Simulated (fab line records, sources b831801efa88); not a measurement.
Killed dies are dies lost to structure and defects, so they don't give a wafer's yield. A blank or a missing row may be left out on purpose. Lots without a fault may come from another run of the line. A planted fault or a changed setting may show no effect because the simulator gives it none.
fab line records | flow sky130
record lots=24 wafers=72 last_day=50
route steps=708 shown METAL3@565 CAP2M@605 METAL4@631 VIA4@642 METAL5@662 PASSIVATION@683
lots that met no fault: from a run of the same line without faults
start_h: hours from the record's first day to the start of the lot's first wafer shown | wait_h: hours since the lot's step before | " the same as in the row above | L1.1+2: a row that stands for several wafers | - no value, or no start given | * or withheld: withheld | < > ~ a bound
route shown NAME@n: a module of which the file shows steps, and the number in the route of the first | usual: mean/standard deviation of fault-free wafers | same: alike in all rows | chamber/n: place in a boat | sites: the reading at each site | _std_site: their standard deviation | _edge_site: outer sites' mean less inner sites' | radius_mm: how far each site lies from the wafer's centre | mask NAME#n: copy n | behind: the tool/chamber that last shaped the wafer | hold: why the lot was held/for how many hours/how that ended | device: the transistor (n, p or np) that didn't switch | end of line: the same wafers' tests at the end of the route | a step without rows: its recipe alone | killed: dies lost to structure and defects at the first sort, not the wafer's yield | map: a wafer's dies, x killed, . not, _ none there
set.NAME: the setting as run; set.NAME@STEP: as run at that earlier step | model.NAME: the simulator's own value behind a step, which no gauge read
steps of the route over a sample of lots; a table a step, a row a wafer
services: from which hour (start_h, from the record's first day; less than 0 if before it) a tool's chamber was out of use, for how many hours, and why
## steps
# step SKY_METAL3_DESCUM_15
# recipe chemistry=O2 source_power_w=150 bias_power_w=0 pressure_mtorr=10 temp_c=40 time_s=8
# usual drypump_motor_current_A=5.9/0.47 oes_product_au=0.999/0.016 rf_fwd_power_W=147.2/0.78
# columns lot.wafer tool chamber start_h wait_h drypump_motor_current_A oes_product_au rf_fwd_power_W rf_hours_counter_h
L074.1 rie_metal-04 0 902.63 0.0 6.2 1.000 147.0 10
L074.2 " 1 " " 6.3 0.981 148.1 12
L074.6 " 0 " " 6.2 1.001 146.8 -
L075.2 rie_metal-01 0 906.28 0.0 5.9 0.997 148.0 19
L075.3 " 0 " " 5.9 0.994 148.0 -
L075.6 " 1 " " 5.1 1.026 146.4 -
L076.2 rie_metal-01 1 914.95 0.0 5.1 1.009 145.8 -
L076.3 " 1 " " 5.1 1.002 146.2 -
L076.4 " 1 " " 5.1 1.008 146.4 -
L077.2 rie_metal-04 1 926.08 0.0 6.3 0.977 147.7 13
L077.4 " 0 " " 6.1 1.005 147.4 -
L077.5 " 0 " " 6.1 0.996 146.9 -
L078.1 rie_metal-04 0 932.99 0.0 6.2 0.998 147.6 11
L078.3 " 0 " " 6.2 1.008 147.3 -
L078.5 " 1 " " 6.3 0.979 147.8 -
L079.1 rie_metal-01 0 945.38 0.0 5.9 1.010 147.5 1
L079.4 " 0 " " 5.8 1.013 148.0 -
L079.6 " 1 " " 5.1 1.025 146.3 -
L080.1 rie_metal-04 1 959.03 0.0 6.3 0.972 148.7 15
L080.3 " 1 " " 6.4 0.987 148.1 -
L080.6 " 0 " " 6.1 1.006 146.8 -
L081.1 rie_metal-04 0 959.79 0.0 6.2 1.015 147.0 12
L081.3 " 0 " " 6.2 1.007 147.5 -
L081.4 " 1 " " 6.3 0.989 147.3 -
L083.1 rie_metal-02 1 969.69 0.0 5.8 0.996 146.6 2
L083.2 " 0 " " 5.5 1.026 147.4 14
L083.6 " 1 " " 5.8 0.991 147.2 -
L082.2 rie_metal-04 0 975.38 0.0 6.1 1.005 147.1 12
L082.4 " 1 " " 6.4 0.975 147.4 -
L082.5 " 0 " " 6.1 1.005 146.8 -
L084.1 rie_metal-04 0 977.43 0.0 6.2 1.006 147.4 13
L084.4 " 0 " " 6.1 1.009 147.3 -
L084.5 " 0 " " 6.1 1.000 148.1 -
L086.1 rie_metal-04 0 990.58 0.0 6.2 1.011 146.6 13
L086.3 " 0 " " 6.2 1.010 146.1 -
L086.6 " 0 " " 6.2 0.998 146.4 -
L085.1 rie_metal-01 1 995.03 0.0 5.1 1.009 146.3 17
L085.4 " 1 " " 5.1 1.016 146.6 -
L085.5 " 0 " " 5.9 1.003 147.8 -
L087.1 rie_metal-04 1 1005.98 0.0 6.4 0.977 147.7 16
L087.4 " 1 " " 6.3 0.978 148.1 -
L087.5 " 0 " " 6.1 1.000 146.9 -
L088.1 rie_metal-04 1 1009.88 0.0 6.4 0.979 148.4 17
L088.2 " 0 " " 6.1 1.001 147.1 14
L088.6 " 1 " " 6.3 0.977 148.1 -
L089.2 rie_metal-04 0 1014.23 0.0 6.2 0.998 146.7 14
L089.3 " 0 " " 6.2 1.010 146.5 -
L089.5 " 1 " " 6.4 0.977 148.4 -
L090.1 rie_metal-01 1 1019.13 0.0 5.1 1.012 145.8 19
L090.2 " 1 " " 5.1 1.006 146.2 -
L090.5 " 1 " " 5.1 1.016 146.3 -
L091.1 rie_metal-02 0 1021.88 0.0 5.5 1.016 148.5 17
L091.2 " 1 " " 5.8 1.005 147.2 6
L091.5 " 1 " " 5.8 1.003 147.3 -
L092.1 rie_metal-04 0 1031.63 0.0 6.2 0.994 146.7 15
L092.4 " 1 " " 6.4 0.968 148.8 -
L092.6 " 0 " " 6.1 0.991 146.6 -
L093.1 rie_metal-02 0 1040.28 0.0 5.5 1.019 148.1 18
L093.2 " 1 " " 5.8 1.004 146.9 7
L093.3 " 0 " " 5.5 1.031 148.1 -
L094.1 rie_metal-04 0 1043.79 0.0 6.2 0.994 146.7 16
L094.2 " 1 " " 6.4 0.967 148.2 19
L094.6 " 1 " " 6.4 0.968 148.2 -
L095.1 rie_metal-01 1 1055.58 0.0 5.1 1.019 146.1 22
L095.2 " 1 " " 5.1 1.012 145.9 -
L095.6 " 1 " " 5.1 1.020 145.9 -
L097.3 rie_metal-01 0 1068.79 0.0 5.9 1.010 148.0 -
L097.4 " 1 " " 5.1 1.010 145.8 -
L097.5 " 0 " " 5.9 1.003 147.9 -
L096.1 rie_metal-02 0 1069.83 0.0 5.5 1.020 147.8 20
L096.3 " 1 " " 5.8 0.991 147.5 -
L096.5 " 0 " " 5.5 1.016 147.3 -
# step SKY_CAP2M_SPUTTER_02
# recipe material=TiN target_thk_nm=200 temp_c=300 power_w=6244 time_s=166.7 chamber_pressure_pa=0.4
# usual throttle_valve_pct=29.8/1
# columns lot.wafer tool chamber start_h wait_h throttle_valve_pct
L074.1 pvd_sputter-04 - 931.02 0.1 28.7
L074.2 " - " " 30.2
L074.6 " - " " 31.3
L075.2 pvd_sputter-03 - 935.01 0.0 31.4
L075.3 " - " " 28.3
L075.6 " - " " 29.6
L076.2 pvd_sputter-02 - 943.40 0.0 28.1
L076.3 " - " " 29.4
L076.4 " - " " 29.3
L077.2 pvd_sputter-02 - 954.32 0.0 29.4
L077.4 " - " " 29.0
L077.5 " - " " 29.0
L078.1 pvd_sputter-02 - 960.46 0.1 28.3
L078.3 " - " " 29.6
L078.5 " - " " 28.2
L079.1 pvd_sputter-04 - 971.97 0.1 30.9
L079.4 " - " " 30.9
L079.6 " - " " 30.7
L080.1 pvd_sputter-02 - 986.78 0.1 29.2
L080.3 " - " " 28.5
L080.6 " - " " 28.9
L081.1 pvd_sputter-02 - 987.07 0.1 28.1
L081.3 " - " " 28.0
L081.4 " - " " 29.3
L083.1 pvd_sputter-02 - 996.66 0.1 28.5
L083.2 " - " " 28.1
L083.6 " - " " 28.3
L082.2 pvd_sputter-04 - 1002.78 0.0 30.4
L082.4 " - " " 30.6
L082.5 " - " " 28.7
L084.1 pvd_sputter-04 - 1004.02 0.1 30.2
L084.4 " - " " 31.2
L084.5 " - " " 30.5
L086.1 pvd_sputter-04 - 1017.09 0.1 31.0
L086.3 " - " " 28.8
L086.6 " - " " 30.4
L085.1 pvd_sputter-04 - 1022.03 0.1 31.1
L085.4 " - " " 28.5
L085.5 " - " " 30.1
L087.1 pvd_sputter-03 - 1031.98 0.1 29.7
L087.4 " - " " 28.2
L087.5 " - " " 29.9
L088.1 pvd_sputter-02 - 1036.96 0.1 29.2
L088.2 " - " " 28.4
L088.6 " - " " 28.5
L089.2 pvd_sputter-04 - 1041.09 0.0 30.7
L089.3 " - " " 30.6
L089.5 " - " " 30.6
L090.1 pvd_sputter-04 - 1045.18 0.1 30.4
L090.2 " - " " 30.6
L090.5 " - " " 31.2
L091.1 pvd_sputter-03 - 1048.01 0.1 28.5
L091.2 " - " " 31.1
L091.5 " - " " 31.2
L092.1 pvd_sputter-04 - 1056.82 0.1 28.6
L092.4 " - " " 31.1
L092.6 " - " " 30.7
L093.1 pvd_sputter-04 - 1065.40 0.1 30.5
L093.2 " - " " 30.5
L093.3 " - " " 31.0
L094.1 pvd_sputter-04 - 1068.42 0.1 30.7
L094.2 " - " " 28.6
L094.6 " - " " 31.1
L095.1 pvd_sputter-04 - 1080.64 0.1 30.8
L095.2 " - " " 28.9
L095.6 " - " " 30.3
L097.3 pvd_sputter-03 - 1092.98 0.0 31.2
L097.4 " - " " 29.2
L097.5 " - " " 31.5
L096.1 pvd_sputter-04 - 1093.67 0.1 30.8
L096.3 " - " " 30.7
L096.5 " - " " 30.9
# step SKY_METAL4_DESCUM_15
# recipe chemistry=O2 source_power_w=150 bias_power_w=0 pressure_mtorr=10 temp_c=40 time_s=8
# usual drypump_motor_current_A=5.53/0.22 oes_product_au=1.004/0.01 rf_fwd_power_W=147.2/0.57
# columns lot.wafer tool chamber start_h wait_h drypump_motor_current_A oes_product_au rf_fwd_power_W rf_hours_counter_h
L074.1 rie_metal-01 0 981.02 0.0 5.86 1.006 147.3 3
L074.2 " 1 " " 5.08 1.005 147.2 16
L074.6 " 0 " " 5.84 1.000 147.7 -
L075.2 rie_metal-02 0 984.37 0.0 5.54 1.022 148.0 15
L075.3 " 1 " " 5.80 1.004 146.9 -
L075.6 " 0 " " 5.52 1.020 147.6 -
L076.2 rie_metal-02 0 992.04 0.0 5.53 1.023 147.5 15
L076.3 " 0 " " 5.53 1.018 147.5 -
L076.4 " 1 " " 5.80 1.003 147.6 -
L077.2 rie_metal-02 1 1003.23 0.0 5.79 0.987 146.2 4
L077.4 " 0 " " 5.50 1.022 147.4 -
L077.5 " 1 " " 5.79 0.991 146.4 -
L078.1 rie_metal-01 1 1009.19 0.0 5.11 0.995 146.0 18
L078.3 " 1 " " 5.13 1.010 145.8 -
L078.5 " 0 " " 5.88 0.998 147.5 -
L079.1 rie_metal-03 0 1020.04 0.0 5.43 0.995 147.3 10
L079.4 " 0 " " 5.44 0.991 147.6 -
L079.6 " 1 " " 5.38 1.012 147.8 -
L080.1 rie_metal-01 1 1033.58 0.0 5.07 1.010 146.0 20
L080.3 " 0 " " 5.87 1.010 146.8 -
L080.6 " 1 " " 5.10 1.006 146.3 -
L081.1 rie_metal-03 0 1034.42 0.0 5.46 0.993 147.4 10
L081.3 " 0 " " 5.46 0.996 147.5 -
L081.4 " 1 " " 5.41 1.001 147.4 -
L083.1 rie_metal-01 0 1043.18 0.0 5.85 1.010 147.6 7
L083.2 " 1 " " 5.07 1.025 146.5 21
L083.6 " 1 " " 5.10 1.021 146.3 -
L082.2 rie_metal-03 0 1049.07 0.0 5.44 0.995 148.0 11
L082.4 " 1 " " 5.40 1.008 146.7 -
L082.5 " 1 " " 5.42 1.007 146.7 -
L084.1 rie_metal-02 0 1050.63 0.0 5.52 1.010 147.6 19
L084.4 " 1 " " 5.79 0.986 146.7 -
L084.5 " 1 " " 5.79 0.988 146.8 -
L086.1 rie_metal-02 1 1062.83 0.0 5.82 0.990 147.1 8
L086.3 " 0 " " 5.49 1.010 147.4 -
L086.6 " 0 " " 5.51 1.009 148.5 -
L085.1 rie_metal-03 1 1066.88 0.0 5.42 1.008 146.7 3
L085.4 " 0 " " 5.45 1.004 147.8 -
L085.5 " 0 " " 5.46 1.001 148.2 -
L087.1 rie_metal-03 0 1076.28 0.0 5.45 0.990 147.6 13
L087.4 " 1 " " 5.40 1.001 147.0 -
L087.5 " 1 " " 5.40 0.988 146.6 -
L088.1 rie_metal-03 1 1080.52 0.0 5.42 1.007 146.5 3
L088.2 " 0 " " 5.46 1.000 147.4 13
L088.6 " 1 " " 5.39 1.001 146.8 -
L089.2 rie_metal-03 0 1085.02 0.0 5.45 0.988 147.5 13
L089.3 " 0 " " 5.45 1.006 147.8 -
L089.5 " 1 " " 5.41 1.004 146.7 -
L090.1 rie_metal-02 0 1088.73 0.0 5.52 1.023 147.4 21
L090.2 " 1 " " 5.81 0.994 146.3 10
L090.5 " 0 " " 5.51 1.017 147.0 -
L091.1 rie_metal-03 1 1090.77 0.0 5.42 1.007 147.5 4
L091.2 " 0 " " 5.43 0.998 147.1 14
L091.5 " 1 " " 5.41 1.011 147.3 -
L092.1 rie_metal-02 1 1099.74 0.0 5.80 1.000 146.8 11
L092.4 " 1 " " 5.79 1.007 147.3 -
L092.6 " 1 " " 5.81 1.007 146.5 -
L093.1 rie_metal-02 0 1107.63 0.0 5.50 1.022 147.4 23
L093.2 " 1 " " 5.80 0.999 147.1 11
L093.3 " 0 " " 5.48 1.014 147.4 -
L094.1 rie_metal-03 1 1110.47 0.0 5.42 0.996 146.6 5
L094.2 " 0 " " 5.46 1.000 146.9 15
L094.6 " 0 " " 5.44 1.000 147.1 -
L095.1 rie_metal-03 0 1122.59 0.0 5.43 0.988 147.4 16
L095.2 " 1 " " 5.43 0.998 147.1 6
L095.6 " 0 " " 5.42 0.995 148.2 -
L097.3 rie_metal-03 1 1132.80 0.0 5.40 1.001 147.4 -
L097.4 " 0 " " 5.43 1.000 147.2 -
L097.5 " 0 " " 5.42 1.000 147.5 -
L096.1 rie_metal-01 0 1133.87 0.0 5.85 1.005 148.7 14
L096.3 " 0 " " 5.86 1.011 148.0 -
L096.5 " 0 " " 5.90 1.002 148.2 -
# step SKY_VIA4_BOW_MEAS_03
# recipe mode=bow
# usual VIA4_BOW=81/8.3
# columns lot.wafer tool chamber start_h wait_h VIA4_BOW[um]
L074.1 film_metro-02 - 982.58 0.1 78
L074.2 " - " " 83
L074.6 " - " " 71
L075.2 film_metro-02 - 985.85 0.3 93
L075.3 " - " " 89
L075.6 " - " " 79
L076.2 film_metro-01 - 993.51 0.1 81
L076.3 " - " " 94
L076.4 " - " " 98
L077.2 film_metro-02 - 1004.89 0.2 83
L077.4 " - " " 75
L077.5 " - " " 84
L078.1 film_metro-01 - 1010.64 0.2 80
L078.3 " - " " 85
L078.5 " - " " 85
L079.1 film_metro-03 - 1021.67 0.2 82
L079.4 " - " " 89
L079.6 " - " " 87
L080.1 film_metro-03 - 1035.05 0.1 68
L080.3 " - " " 61
L080.6 " - " " 70
L081.1 film_metro-01 - 1035.89 0.1 78
L081.3 " - " " 91
L081.4 " - " " 96
L083.1 film_metro-02 - 1044.72 0.3 88
L083.2 " - " " 104
L083.6 " - " " 97
L082.2 film_metro-02 - 1050.72 0.2 80
L082.4 " - " " 83
L082.5 " - " " 82
L084.1 film_metro-01 - 1052.27 0.2 78
L084.4 " - " " 76
L084.5 " - " " 80
L086.1 film_metro-02 - 1064.47 0.1 78
L086.3 " - " " 88
L086.6 " - " " 85
L085.1 film_metro-01 - 1068.34 0.1 73
L085.4 " - " " 69
L085.5 " - " " 76
L087.1 film_metro-03 - 1077.74 0.2 81
L087.4 " - " " 83
L087.5 " - " " 73
L088.1 film_metro-02 - 1081.99 0.1 88
L088.2 " - " " 94
L088.6 " - " " 88
L089.2 film_metro-02 - 1086.62 0.3 85
L089.3 " - " " 83
L089.5 " - " " 72
L090.1 film_metro-02 - 1090.19 0.1 74
L090.2 " - " " 76
L090.5 " - " " 64
L091.1 film_metro-02 - 1092.23 0.1 83
L091.2 " - " " 74
L091.5 " - " " 86
L092.1 film_metro-01 - 1101.19 0.1 93
L092.4 " - " " 84
L092.6 " - " " 80
L093.1 film_metro-03 - 1109.09 0.1 73
L093.2 " - " " 70
L093.3 " - " " 84
L094.1 film_metro-02 - 1111.97 0.2 82
L094.2 " - " " 80
L094.6 " - " " 74
L095.1 film_metro-02 - 1124.05 0.2 74
L095.2 " - " " 79
L095.6 " - " " 81
L097.3 film_metro-03 - 1134.96 0.1 82
L097.4 " - " " 87
L097.5 " - " " 74
L096.1 film_metro-02 - 1135.82 0.2 72
L096.3 " - " " 92
L096.5 " - " " 81
# step SKY_METAL5_SPUTTER_01
# recipe material=TiN target_thk_nm=20 power_w=6500 time_s=16.7 chamber_pressure_pa=0.4
# usual throttle_valve_pct=29.6/1.2
# columns lot.wafer tool chamber start_h wait_h throttle_valve_pct
L074.1 pvd_sputter-01 - 1007.90 0.0 32.1
L074.2 " - " " 31.3
L074.6 " - " " 28.1
L075.2 pvd_sputter-02 - 1010.88 0.0 29.0
L075.3 " - " " 29.5
L075.6 " - " " 28.4
L076.2 pvd_sputter-02 - 1018.64 0.0 29.2
L076.3 " - " " 28.2
L076.4 " - " " 29.3
L077.2 pvd_sputter-04 - 1029.18 0.0 28.7
L077.4 " - " " 30.6
L077.5 " - " " 31.0
L078.1 pvd_sputter-04 - 1034.50 0.0 30.6
L078.3 " - " " 30.9
L078.5 " - " " 30.9
L079.1 pvd_sputter-01 - 1045.35 0.0 31.9
L079.4 " - " " 31.8
L079.6 " - " " 29.0
L080.1 pvd_sputter-01 - 1059.18 0.0 31.0
L080.3 " - " " 31.9
L080.6 " - " " 29.0
L081.1 pvd_sputter-04 - 1060.08 0.0 30.7
L081.3 " - " " 28.9
L081.4 " - " " 30.9
L083.1 pvd_sputter-01 - 1067.61 0.0 31.3
L083.2 " - " " 28.2
L083.6 " - " " 28.3
L082.2 pvd_sputter-02 - 1073.60 0.0 28.3
L082.4 " - " " 28.2
L082.5 " - " " 28.1
L084.1 pvd_sputter-02 - 1075.06 0.0 28.1
L084.4 " - " " 29.0
L084.5 " - " " 28.4
L086.1 pvd_sputter-02 - 1087.14 0.0 28.1
L086.3 " - " " 29.1
L086.6 " - " " 28.2
L085.1 pvd_sputter-02 - 1091.18 0.0 28.3
L085.4 " - " " 28.5
L085.5 " - " " 28.4
L087.1 pvd_sputter-04 - 1099.58 0.0 31.4
L087.4 " - " " 28.8
L087.5 " - " " 30.0
L088.1 pvd_sputter-04 - 1103.80 0.0 31.1
L088.2 " - " " 30.2
L088.6 " - " " 30.9
L089.2 pvd_sputter-01 - 1108.23 0.0 28.3
L089.3 " - " " 31.1
L089.5 " - " " 28.3
L090.1 pvd_sputter-02 - 1111.95 0.0 28.3
L090.2 " - " " 27.9
L090.5 " - " " 29.1
L091.1 pvd_sputter-04 - 1114.09 0.0 28.5
L091.2 " - " " 30.5
L091.5 " - " " 30.3
L092.1 pvd_sputter-02 - 1122.44 0.0 29.2
L092.4 " - " " 28.2
L092.6 " - " " 29.2
L093.1 pvd_sputter-04 - 1130.29 0.0 30.5
L093.2 " - " " 30.7
L093.3 " - " " 28.6
L094.1 pvd_sputter-02 - 1132.92 0.0 29.0
L094.2 " - " " 28.1
L094.6 " - " " 29.2
L095.1 pvd_sputter-04 - 1144.39 0.0 28.9
L095.2 " - " " 30.4
L095.6 " - " " 31.1
L097.3 pvd_sputter-01 - 1154.05 0.0 28.2
L097.4 " - " " 29.2
L097.5 " - " " 28.2
L096.1 pvd_sputter-04 - 1155.79 0.0 28.8
L096.3 " - " " 31.0
L096.5 " - " " 30.3
# step SKY_PASSIVATION_CVD_02
# recipe material=Si3N4 target_thk_nm=540 temp_c=400 time_s=withheld rf_w=450
# usual heater_power_w=700/120 rf_fwd_power_W=449.2/1.3
# columns lot.wafer tool chamber start_h wait_h heater_power_w rf_fwd_power_W
L074.1 pecvd-01 0 1031.77 0.1 687 448.7
L074.2 " 2 " " 750 448.2
L074.6 " 2 " " 749 448.1
L075.2 pecvd-01 1 1034.36 0.0 523 449.9
L075.3 " 2 " " 694 449.7
L075.6 " 0 " " 637 448.3
L076.2 pecvd-02 2 1042.46 0.0 622 448.4
L076.3 " 0 " " 789 449.7
L076.4 " 2 " " 645 449.4
L077.2 pecvd-02 0 1052.21 0.0 703 448.1
L077.4 " 0 " " 732 448.8
L077.5 " 1 " " 697 447.9
L078.1 pecvd-01 2 1057.36 0.1 799 449.0
L078.3 " 0 " " 749 449.6
L078.5 " 0 " " 778 448.5
L079.1 pecvd-01 2 1068.56 0.1 796 451.3
L079.4 " 1 " " 419 449.5
L079.6 " 0 " " 709 450.0
L080.1 pecvd-02 0 1080.52 0.1 642 449.3
L080.3 " 0 " " 695 451.5
L080.6 " 0 " " 731 449.6
L081.1 pecvd-02 1 1082.21 0.1 804 449.0
L081.3 " 0 " " 744 448.9
L081.4 " 1 " " 823 450.0
L083.1 pecvd-02 1 1089.52 0.1 814 449.5
L083.2 " 0 " " 760 447.9
L083.6 " 2 " " 660 448.5
L082.2 pecvd-02 2 1095.06 0.0 553 449.4
L082.4 " 0 " " 680 451.6
L082.5 " 1 " " 742 447.6
L084.1 pecvd-02 0 1097.02 0.1 678 449.2
L084.4 " 2 " " 544 446.9
L084.5 " 0 " " 713 451.2
L086.1 pecvd-01 1 1107.93 0.1 530 448.3
L086.3 " 0 " " 715 449.6
L086.6 " 2 " " 764 447.5
L085.1 pecvd-02 2 1112.25 0.1 574 449.5
L085.4 " 0 " " 795 449.8
L085.5 " 1 " " 837 448.9
L087.1 pecvd-01 2 1120.64 0.1 779 445.9
L087.4 " 2 " " 729 448.1
L087.5 " 2 " " 746 448.6
L088.1 pecvd-04 0 1124.53 0.1 746 450.3
L088.2 " 2 " " 544 451.6
L088.6 " 0 " " 757 447.1
L089.2 pecvd-01 0 1129.75 0.0 801 451.7
L089.3 " 2 " " 724 449.0
L089.5 " 0 " " 660 450.2
L090.1 pecvd-01 2 1132.62 0.1 735 449.1
L090.2 " 0 " " 712 449.5
L090.5 " 2 " " 764 447.2
L091.1 pecvd-01 0 1134.86 0.1 751 448.7
L091.2 " 2 " " 699 448.0
L091.5 " 2 " " 748 447.9
L092.1 pecvd-04 0 1143.11 0.1 676 448.2
L092.4 " 2 " " 607 449.8
L092.6 " 1 " " 854 450.3
L093.1 pecvd-04 1 1149.82 0.1 869 449.8
L093.2 " 0 " " 823 450.2
L093.3 " 2 " " 608 449.2
L094.1 pecvd-04 0 1152.46 0.1 756 449.6
L094.2 " 2 " " 515 448.1
L094.6 " 0 " " 769 448.7
L095.1 pecvd-02 2 1162.96 0.1 606 448.7
L095.2 " 0 " " 706 449.3
L095.6 " 1 " " 842 450.0
L097.3 pecvd-04 0 1172.76 0.0 819 448.4
L097.4 " 1 " " 870 450.2
L097.5 " 0 " " 668 449.6
L096.1 pecvd-01 1 1174.17 0.1 522 449.7
L096.3 " 0 " " 760 450.0
L096.5 " 2 " " 775 448.4
## services
# columns tool chamber start_h hours kind
rie_metal-04 1 891.65 6.7 repair
rie_metal-03 1 894.15 19.9 repair
rie_metal-01 0 951.56 3.3 repair
pecvd-04 - 954.02 1.1 repair
pecvd-04 - 971.70 0.8 pm
rie_metal-04 - 997.80 0.9 repair
pvd_sputter-01 - 1002.54 1.3 repair
rie_metal-01 0 1017.30 3.6 repair
rie_metal-01 0 1048.92 16.9 repair
pecvd-04 - 1058.65 0.5 repair
pvd_sputter-02 - 1064.29 6.9 repair
rie_metal-04 - 1084.23 0.6 repair
pvd_sputter-02 - 1088.73 0.6 repair
pvd_sputter-01 - 1096.54 8.8 repair
rie_metal-01 - 1107.35 5.5 repair
pecvd-01 1 1113.63 10.4 repair
pecvd-01 0 1117.48 6.8 repair
rie_metal-01 1 1117.92 20.3 repair
pecvd-02 - 1120.93 2.8 pm
rie_metal-04 - 1139.10 2.8 pm
pvd_sputter-02 - 1149.42 7.1 repair
rie_metal-02 1 1151.59 16.8 repair
rie_metal-02 0 1157.78 24.7 repair
pvd_sputter-02 - 1166.20 3.6 repair
## key
fault none
